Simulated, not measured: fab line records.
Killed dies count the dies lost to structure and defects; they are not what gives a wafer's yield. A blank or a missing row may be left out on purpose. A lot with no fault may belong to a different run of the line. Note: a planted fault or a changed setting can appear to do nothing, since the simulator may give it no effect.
Which tool was responsible? | flow sky130 | 13 lots, 39 wafers sampled, at 4 steps of a route of 708

== WHAT THE GAUGES SHOWED, per wafer ==
SKY_VT_ADJUST_NCORE_OVL_MEAS_08. Usual: VT_ADJUST_NCORE_OVL typically reads 0.0 nm, with standard deviation 1.4.
lot  | measured     | on         | VT_ADJUST_NCORE_OVL (nm) | flag
L444 | day 8 10:59  | overlay-01 | -0.5 -1.9 0.2            | 
L450 | day 10 19:53 | overlay-01 | -0.6 -1.0 -2.1           | 
L452 | day 10 23:46 | overlay-01 | -0.4 1.0 -0.1            | 
L456 | day 12 06:50 | overlay-02 | 3.1 1.6 1.8              | 
L457 | day 12 15:16 | overlay-01 | 2.0 3.0 1.1              | 
L459 | day 12 22:40 | overlay-02 | 0.0 -0.6 -0.5            | 
L461 | day 13 17:05 | overlay-02 | 0.5 1.7 2.9              | 
L462 | day 14 13:14 | overlay-01 | -0.6 0.1 0.7             | 
L463 | day 14 17:40 | overlay-01 | -1.3 -0.6 -1.8           | 
L464 | day 14 18:14 | overlay-01 | 0.2 -1.6 -0.2            | 
L465 | day 14 22:43 | overlay-01 | -1.3 -1.6 -0.7           | 
L466 | day 15 06:14 | overlay-02 | -1.9 -0.4 -0.7           | 
L467 | day 15 14:53 | overlay-01 | 0.1 0.7 0.1              | 

SKY_VT_ADJUST_HVTR_TW_MEAS_11. Usual: VT_ADJUST_HVTR_TW typically reads 211.8, with standard deviation 1.1.
lot  | measured     | on           | VT_ADJUST_HVTR_TW | flag
L444 | day 9 09:14  | filmMetro-02 | 212.7 212.4 212.0 | 
L450 | day 11 19:31 | filmMetro-01 | 210.5 212.6 211.9 | 
L452 | day 12 00:04 | filmMetro-02 | 211.8 212.4 212.7 | 
L456 | day 13 08:25 | filmMetro-04 | 208.9 209.5 210.4 | 
L457 | day 13 17:34 | filmMetro-04 | 210.4 211.3 209.4 | 
L459 | day 14 00:10 | filmMetro-04 | 212.3 212.4 211.7 | 
L461 | day 14 18:37 | filmMetro-01 | 210.3 210.0 209.1 | 
L462 | day 15 16:02 | filmMetro-04 | 212.2 211.5 212.2 | 
L463 | day 15 20:58 | filmMetro-02 | 211.0 211.1 211.3 | 
L464 | day 15 21:17 | filmMetro-01 | 210.9 211.6 212.2 | 
L465 | day 16 02:13 | filmMetro-02 | 212.6 211.8 213.6 | 
L466 | day 16 09:46 | filmMetro-04 | 210.6 210.3 210.8 | 
L467 | day 16 19:22 | filmMetro-02 | 212.5 212.0 211.9 | 

SKY_SONOS_ONO_OVL_MEAS_14. Usual: SONOS_ONO_OVL typically reads -0.7 nm, with standard deviation 1.4.
lot  | measured     | on         | SONOS_ONO_OVL (nm) | flag
L444 | day 12 13:23 | overlay-02 | -0.9 -2.0 -1.0     | 
L450 | day 15 05:56 | overlay-01 | -2.2 -0.8 -2.0     | 
L452 | day 15 09:26 | overlay-02 | 2.8 2.1 2.2        | 
L456 | day 17 03:13 | overlay-01 | -0.6 -0.4 -0.6     | 
L457 | day 17 09:55 | overlay-02 | 1.2 -0.4 1.3       | 
L459 | day 17 15:40 | overlay-02 | -2.0 -2.2 -2.5     | 
L461 | day 18 16:56 | overlay-02 | 1.1 -0.4 0.3       | 
L462 | day 19 15:53 | overlay-02 | -1.9 -3.0 -0.5     | 
L463 | day 19 18:26 | overlay-01 | 1.2 -0.2 0.2       | 
L464 | day 19 20:02 | overlay-02 | -1.1 -1.4 -2.4     | 
L465 | day 20 02:46 | overlay-01 | -0.7 -0.5 -1.8     | 
L466 | day 20 10:23 | overlay-01 | 0.5 0.5 1.7        | 
L467 | day 20 18:44 | overlay-02 | -1.0 -1.3 -1.0     | 

== EACH LOT AND THE TOOL THAT RAN IT (in order: tool; ch and the chambers of the sampled wafers; start) ==
lot  | SKY_SONOS_ONO_SOFTBAKE_09
L444 | lithoTrack-04 ch 0, day 12 00:40
L450 | lithoTrack-02 ch 0, day 14 16:44
L452 | lithoTrack-02 ch 0, day 14 19:39
L456 | lithoTrack-04 ch 0, day 16 12:24
L457 | lithoTrack-03 ch 0, day 16 18:58
L459 | lithoTrack-04 ch 0, day 17 01:54
L461 | lithoTrack-04 ch 0, day 17 23:40
L462 | lithoTrack-04 ch 0, day 18 23:51
L463 | lithoTrack-02 ch 0, day 19 02:15
L464 | lithoTrack-04 ch 0, day 19 03:57
L465 | lithoTrack-04 ch 0, day 19 11:21
L466 | lithoTrack-04 ch 0, day 19 18:22
L467 | lithoTrack-03 ch 0, day 20 03:14
- SKY_SONOS_ONO_SOFTBAKE_09: time 60 s.

== WHAT THE TOOLS THEMSELVES READ (means of the sampled wafers that have a number; where no wafer has one, the mark that the record gives instead) ==
SKY_SONOS_ONO_SOFTBAKE_09. Usual: runLengthS 89.07 s, standard deviation 0.12.
lot  | tool          | runLengthS (s) | flag
L444 | lithoTrack-04 | 89.18          | 
L450 | lithoTrack-02 | 91.36          | OFF
L452 | lithoTrack-02 | 91.42          | OFF
L456 | lithoTrack-04 | 89.06          | 
L457 | lithoTrack-03 | 89.24          | 
L459 | lithoTrack-04 | 88.97          | 
L461 | lithoTrack-04 | 89.02          | 
L462 | lithoTrack-04 | 88.97          | 
L463 | lithoTrack-02 | 88.99          | 
L464 | lithoTrack-04 | 89.06          | 
L465 | lithoTrack-04 | 89.02          | 
L466 | lithoTrack-04 | 89.11          | 
L467 | lithoTrack-03 | 89.25          | 

== THE ANSWER, worked out from the rows above alone ==
Rule: a lot counts as off when the mean over its wafers that have a number is more than 3 standard deviations away from the usual mean. Also off: a lot with no number at a reading for which 4 or more lots have one. The other lots that the step has rows for count as sound. First the gauges in route order, then the tools' own readings, where a lot's mean is used as printed above. The first step at which some lot is off is used, and at that step the reading that is off furthest; a lot without a number counts as furthest.
Off, at SKY_SONOS_ONO_SOFTBAKE_09 on runLengthS: L450, L452.
If a tool, at that step or one of the process steps before it, ran each lot that is off and ran no sound lot following the first of them, it fits. No candidate that was tried fits.

== WHAT HAD BEEN PUT IN BY THE SIMULATOR ==
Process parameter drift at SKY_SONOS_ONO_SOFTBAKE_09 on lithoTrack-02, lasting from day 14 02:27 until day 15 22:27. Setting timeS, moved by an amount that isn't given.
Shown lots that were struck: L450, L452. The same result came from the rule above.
